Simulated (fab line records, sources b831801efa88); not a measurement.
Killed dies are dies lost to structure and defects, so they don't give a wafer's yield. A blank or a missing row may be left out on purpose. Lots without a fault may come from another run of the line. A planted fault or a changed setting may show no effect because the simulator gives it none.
Chamber matching | flow sky130 | SKY_VIA4_HDPCVD_00 on hdpcvd-01: 3 sister chambers
The step deposits SiO2, target thk 1750 nm, time 291.7 s. 6 wafers are shown with their chamber, then 8 later ones without.

WAFERS WITH THEIR CHAMBER
wafer  | chamber | run_length_s (s)
L107.1 | 2       | 320.4
L113.4 | 1       | 319.2
L119.1 | 0       | 319.2
L119.2 | 1       | 319.3
L119.5 | 0       | 319.5
L122.1 | 2       | 320.0

WAFERS WITHOUT THEIR CHAMBER
wafer  | run_length_s (s)
L122.3 | 320.0
L122.4 | 319.4
L124.1 | 319.4
L124.3 | 319.5
L124.6 | 319.2
L125.1 | 319.9
L125.4 | 319.6
L125.5 | 320.7

WHICH CHAMBER EACH WENT THROUGH
wafer  | from the rows above          | in truth
L122.3 | 2                            | 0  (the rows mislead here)
L122.4 | can't be placed: 0 or 1      | 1
L124.1 | can't be placed: 0 or 1      | 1
L124.3 | can't be placed: 0 or 1      | 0
L124.6 | can't be placed: 1 or 0      | 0
L125.1 | can't be placed: 2 or 0 or 1 | 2
L125.4 | can't be placed: 0 or 1 or 2 | 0
L125.5 | 2                            | 2
Placed correctly: 1 of 8. Can't be placed from these rows: 6 (the true chamber is among the candidates in 6). Placed wrongly: 1.
How it was worked out, from the rows above alone: a wafer's distance from a chamber is the root of the sum, over the readings, of the square of ((its reading less the chamber's mean) divided by the reading's scatter). The wafer belongs to the nearest chamber; if the next one is less than 2 further off, it can't be placed. A chamber's mean is the mean of its shown wafers. The scatter: the root of (the sum of the squares of (reading less its chamber's mean) over the shown wafers, divided by (wafers less chambers)).
